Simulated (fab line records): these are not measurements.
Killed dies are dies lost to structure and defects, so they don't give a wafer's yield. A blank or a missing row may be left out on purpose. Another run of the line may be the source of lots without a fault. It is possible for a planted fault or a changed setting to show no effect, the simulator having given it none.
fab line records -- flow gf180mcu -- part 2 of 2: steps 33 to 42 of 42
record: lots: 5, wafers: 15, last-day: 34
route steps=602 shown HV_LDD@187
lots that met no fault: from a run of the same line without faults
start-h: the number of hours between the record's first day and the start of the first shown wafer of the lot -- wait-h: how many hours have passed since the lot's step before this one -- " the same as in the row above -- L1.1+2: a single row standing in for several wafers -- - no value present, or no start provided -- * or withheld: withheld -- < > ~ a bound
route shown NAME@n: a module of which the file shows steps, and the number in the route of the first -- usual: mean/standard deviation of fault-free wafers -- same: alike in all rows -- chamber/n: place in a boat -- sites: the reading at each site -- _std_site: how widely they spread, as a standard deviation -- _edge_site: outer sites' mean less inner sites' -- radius-mm: for every site, how far away it sits from the centre of the wafer -- mask NAME#n: copy n -- behind: the last tool/chamber to shape the wafer -- hold: why the lot went on hold/how many hours it stayed there/how the hold came to an end -- device: whichever transistor did not switch (one of n, p or np) -- end of line: the route-end tests of the same wafers -- a step given without rows: its recipe and nothing more -- killed: count of dies lost to structure and defects at first sort (not the wafer's yield) -- map: the dies of a wafer, with x for killed, . for not killed, _ for no die there
set.NAME: the setting the step ran with; set.NAME@STEP: the setting that earlier step ran with -- model.NAME: the simulator's own value behind a step, which no gauge read
lots at some steps of the route; a table a step, a row a wafer
services: when a tool's chamber went out of use (start-h, in hours from the record's first day, below 0 if earlier), for how many hours, and the reason
== steps ==
step: GF_HV_LDD_EXPOSE_43
recipe: mask-id: Pplus_HV_AREA, target-cd-nm: 400, na: 0.6, source-shape: conventional, sigma-outer: 0.6, dose-mj: 140
same: sigma-outer: 0.6
lot.wafer,tool,chamber,start-h,wait-h,mask
L074.4+5+6,iline-stepper-02,0,-,-,Pplus_HV_AREA#0
L078.1+2+4,iline-stepper-01,0,-,-,Pplus_HV_AREA#0
L084.1+4+6,iline-stepper-02,0,-,-,Pplus_HV_AREA#0
L093.3+4+6,iline-stepper-01,0,-,-,Pplus_HV_AREA#0
L094.2+3+5,iline-stepper-01,0,-,-,Pplus_HV_AREA#0
step: GF_HV_LDD_PEB_44
recipe: temp-c: withheld, time-s: *, resist: NOVOLAK
lot.wafer,tool,chamber,start-h,wait-h
L074.4+5+6,litho-track-02,0,-,-
L078.1+2+4,litho-track-04,0,-,-
L084.1+4+6,litho-track-04,0,-,-
L093.3+4+6,litho-track-04,0,-,-
L094.2+3+5,litho-track-02,0,-,-
step: GF_HV_LDD_DEVELOP_45
recipe: develop-time-s: 60, dev-temp-c: 23
same: develop-time-s: 60
lot.wafer,tool,chamber,start-h,wait-h
L074.4+5+6,litho-track-02,0,286.50,0.1
L078.1+2+4,litho-track-04,0,312.12,0.1
L084.1+4+6,litho-track-04,0,363.67,0.1
L093.3+4+6,litho-track-04,0,436.52,0.1
L094.2+3+5,litho-track-02,0,450.94,0.1
step: GF_HV_LDD_CD_MEAS_46
recipe: target-cd-nm: 400
usual: cd-nm: 399.9/1.9
lot.wafer,tool,chamber,start-h,wait-h,cd-nm
L074.4,cd-sem-01,-,286.63,0.1,402.2
L074.5,cd-sem-01,-,286.63,0.1,400.6
L074.6,cd-sem-01,-,286.63,0.1,401.2
L078.1,cd-sem-02,-,312.27,0.1,401.9
L078.2,cd-sem-02,-,312.27,0.1,403.4
L078.4,cd-sem-02,-,312.27,0.1,402.0
L084.1,cd-sem-01,-,363.82,0.1,400.9
L084.4,cd-sem-01,-,363.82,0.1,400.2
L084.6,cd-sem-01,-,363.82,0.1,399.8
L093.3,cd-sem-01,-,436.66,0.1,398.4
L093.4,cd-sem-01,-,436.66,0.1,398.6
L093.6,cd-sem-01,-,436.66,0.1,398.8
L094.2,cd-sem-01,-,451.09,0.1,397.7
L094.3,cd-sem-01,-,451.09,0.1,396.5
L094.5,cd-sem-01,-,451.09,0.1,396.2
step: GF_HV_LDD_OVL_MEAS_47
usual: HV_LDD_03_OVL: -0.8/1.4
lot.wafer,tool,chamber,start-h,wait-h,HV_LDD_03_OVL[nm]
L074.4,overlay-02,-,286.71,0.1,-1.4
L074.5,overlay-02,-,286.71,0.1,-1.3
L074.6,overlay-02,-,286.71,0.1,-1.3
L078.1,overlay-02,-,312.39,0.1,-3.2
L078.2,overlay-02,-,312.39,0.1,-3.7
L078.4,overlay-02,-,312.39,0.1,-2.2
L084.1,overlay-02,-,363.94,0.1,-1.1
L084.4,overlay-02,-,363.94,0.1,-1.4
L084.6,overlay-02,-,363.94,0.1,-2.0
L093.3,overlay-01,-,436.75,0.1,-0.7
L093.4,overlay-01,-,436.75,0.1,-0.7
L093.6,overlay-01,-,436.75,0.1,-0.9
L094.2,overlay-01,-,451.19,0.1,-0.9
L094.3,overlay-01,-,451.19,0.1,0.6
L094.5,overlay-01,-,451.19,0.1,0.3
step: GF_HV_LDD_IMPLANT_48
recipe: species: B, energy-kev: 25, dose-cm2: 3e+13, tilt-deg: 7
usual: dose-ions-cm2: 2.999e+13/3.5e+10
lot.wafer,tool,chamber,start-h,wait-h,dose-ions-cm2
L074.4,implanter-02,0,286.80,0.1,3e+13
L074.5,implanter-02,0,286.80,0.1,2.999e+13
L074.6,implanter-02,0,286.80,0.1,2.996e+13
L078.1,implanter-03,0,312.43,0.0,2.996e+13
L078.2,implanter-03,0,312.43,0.0,2.993e+13
L078.4,implanter-03,0,312.43,0.0,2.999e+13
L084.1,implanter-03,0,363.98,0.0,3.002e+13
L084.4,implanter-03,0,363.98,0.0,3e+13
L084.6,implanter-03,0,363.98,0.0,3.005e+13
L093.3,implanter-03,0,436.82,0.1,3e+13
L093.4,implanter-03,0,436.82,0.1,3e+13
L093.6,implanter-03,0,436.82,0.1,2.999e+13
L094.2,implanter-03,0,451.25,0.0,2.998e+13
L094.3,implanter-03,0,451.25,0.0,2.995e+13
L094.5,implanter-03,0,451.25,0.0,3.001e+13
step: GF_HV_LDD_STRIP_49
recipe: chemistry: O2/N2, power-w: 1400, pressure-mtorr: 1500, platen-temp-c: 250, o2-flow-sccm: 3000, n2-flow-sccm: 300, overash-fraction: 0.5
usual: drypump-motor-current-A: 5.6/0.32, heater-power-w: 344/27, oes-product-au: 0.716/0.0045, strip-time-to-endpoint-s: 12.63/0.039
same: overash-fraction: 0.5
lot.wafer,tool,chamber,start-h,wait-h,drypump-motor-current-A,heater-power-w,oes-product-au,rf-hours-counter-h,strip-time-to-endpoint-s
L074.4,plasma-asher-01,0,286.91,0.1,5.6,378,0.726,-,12.59
L074.5,plasma-asher-01,0,286.91,0.1,5.6,385,0.721,-,12.60
L074.6,plasma-asher-01,1,286.91,0.1,5.3,321,0.716,-,12.59
L078.1,plasma-asher-02,0,312.58,0.1,5.3,324,0.715,62,12.51
L078.2,plasma-asher-02,1,312.58,0.1,6.2,376,0.710,62,12.57
L078.4,plasma-asher-02,1,312.58,0.1,6.2,376,0.717,-,12.54
L084.1,plasma-asher-04,0,364.13,0.1,5.6,303,0.714,27,12.64
L084.4,plasma-asher-04,1,364.13,0.1,5.5,336,0.715,-,12.66
L084.6,plasma-asher-04,0,364.13,0.1,5.6,294,0.717,-,12.63
L093.3,plasma-asher-01,0,436.96,0.1,5.6,393,0.712,-,12.69
L093.4,plasma-asher-01,1,436.96,0.1,5.3,334,0.714,-,12.67
L093.6,plasma-asher-01,1,436.96,0.1,5.3,321,0.716,-,12.64
L094.2,plasma-asher-02,1,451.37,0.1,6.2,376,0.722,2,12.57
L094.3,plasma-asher-02,1,451.37,0.1,6.2,367,0.718,-,12.58
L094.5,plasma-asher-02,0,451.37,0.1,5.3,345,0.711,-,12.58
step: GF_HV_LDD_TW_MEAS_50
usual: HV_LDD_4_TW: 566.9/3
lot.wafer,tool,chamber,start-h,wait-h,HV_LDD_4_TW
L074.4,film-metro-01,-,287.01,0.1,565.3
L074.5,film-metro-01,-,287.01,0.1,563.8
L074.6,film-metro-01,-,287.01,0.1,563.4
L078.1,film-metro-02,-,312.68,0.1,566.3
L078.2,film-metro-02,-,312.68,0.1,565.2
L078.4,film-metro-02,-,312.68,0.1,560.9
L084.1,film-metro-02,-,364.23,0.1,566.7
L084.4,film-metro-02,-,364.23,0.1,566.7
L084.6,film-metro-02,-,364.23,0.1,567.2
L093.3,film-metro-04,-,437.04,0.1,566.6
L093.4,film-metro-04,-,437.04,0.1,569.2
L093.6,film-metro-04,-,437.04,0.1,565.4
L094.2,film-metro-01,-,451.48,0.1,561.8
L094.3,film-metro-01,-,451.48,0.1,562.9
L094.5,film-metro-01,-,451.48,0.1,565.1
step: GF_HV_LDD_CLEAN_51
recipe: chemistry: SC1/SC2, mix: 1:4:20, temp-c: 70, time-s: 150, dry: n2-spin
usual: bath-guard-temp-C: 69.9/0.42
lot.wafer,tool,chamber,start-h,wait-h,bath-guard-temp-C
L074.4,wet-bench-02,1,287.04,0.0,69.5
L074.5,wet-bench-02,1,287.04,0.0,69.9
L074.6,wet-bench-02,1,287.04,0.0,69.7
L078.1,wet-bench-02,2,312.74,0.1,69.5
L078.2,wet-bench-02,2,312.74,0.1,69.5
L078.4,wet-bench-02,2,312.74,0.1,69.6
L084.1,wet-bench-03,1,364.29,0.1,70.4
L084.4,wet-bench-03,1,364.29,0.1,70.6
L084.6,wet-bench-03,1,364.29,0.1,70.5
L093.3,wet-bench-02,1,437.08,0.0,69.9
L093.4,wet-bench-02,1,437.08,0.0,69.8
L093.6,wet-bench-02,1,437.08,0.0,69.7
L094.2,wet-bench-03,0,451.53,0.0,69.8
L094.3,wet-bench-03,0,451.53,0.0,69.8
L094.5,wet-bench-03,0,451.53,0.0,69.6
step: GF_HV_LDD_RTA_52
recipe: temp-c: 1000, time-s: 10, ambient: N2
usual: lamp-power-pct: 31.9/0.8, wafer_temp_C_max: 1004.2/0.82
lot.wafer,tool,chamber,start-h,wait-h,lamp-power-pct,wafer_temp_C_max
L074.4,rtp-anneal-01,0,287.12,0.0,32.7,1005.3
L074.5,rtp-anneal-01,0,287.12,0.0,32.7,1003.5
L074.6,rtp-anneal-01,0,287.12,0.0,32.7,1003.7
L078.1,rtp-anneal-02,0,312.79,0.0,31.1,1002.5
L078.2,rtp-anneal-02,0,312.79,0.0,31.1,1003.3
L078.4,rtp-anneal-02,0,312.79,0.0,31.1,1003.9
L084.1,rtp-anneal-02,0,364.34,0.0,31.1,1004.0
L084.4,rtp-anneal-02,0,364.34,0.0,31.1,1004.1
L084.6,rtp-anneal-02,0,364.34,0.0,31.0,1004.2
L093.3,rtp-anneal-02,0,437.16,0.0,31.1,1004.4
L093.4,rtp-anneal-02,0,437.16,0.0,31.1,1004.0
L093.6,rtp-anneal-02,0,437.16,0.0,31.1,1005.6
L094.2,rtp-anneal-01,0,451.60,0.0,32.7,1004.4
L094.3,rtp-anneal-01,0,451.60,0.0,32.8,1003.6
L094.5,rtp-anneal-01,0,451.60,0.0,32.7,1005.0
== services ==
tool,chamber,start-h,hours,kind
iline-stepper-02,-,213.46,2.1,pm
iline-stepper-01,-,215.55,2.1,pm
implanter-02,-,220.64,3.4,repair
plasma-asher-02,-,225.62,4.0,repair
wet-bench-03,-,284.74,4.6,repair
plasma-asher-04,-,308.63,1.6,repair
implanter-02,-,310.62,3.5,repair
implanter-02,-,320.00,18.8,pm
iline-stepper-02,-,323.60,1.7,pm
wet-bench-03,-,337.66,1.7,repair
plasma-asher-04,-,350.69,1.9,repair
iline-stepper-01,-,355.00,1.7,pm
wet-bench-02,-,369.84,0.5,repair
rtp-anneal-01,-,375.83,3.9,pm
rtp-anneal-01,-,379.93,4.6,repair
plasma-asher-04,-,382.65,5.8,repair
plasma-asher-02,-,393.14,0.5,repair
implanter-03,-,402.41,2.6,pm
rtp-anneal-01,-,409.72,2.9,repair
litho-track-03,-,420.86,-,consumable-replace:filter
plasma-asher-02,-,421.32,9.0,pm
iline-stepper-02,-,431.95,10.5,repair
implanter-02,-,434.32,1.0,repair
implanter-03,-,439.29,0.9,repair
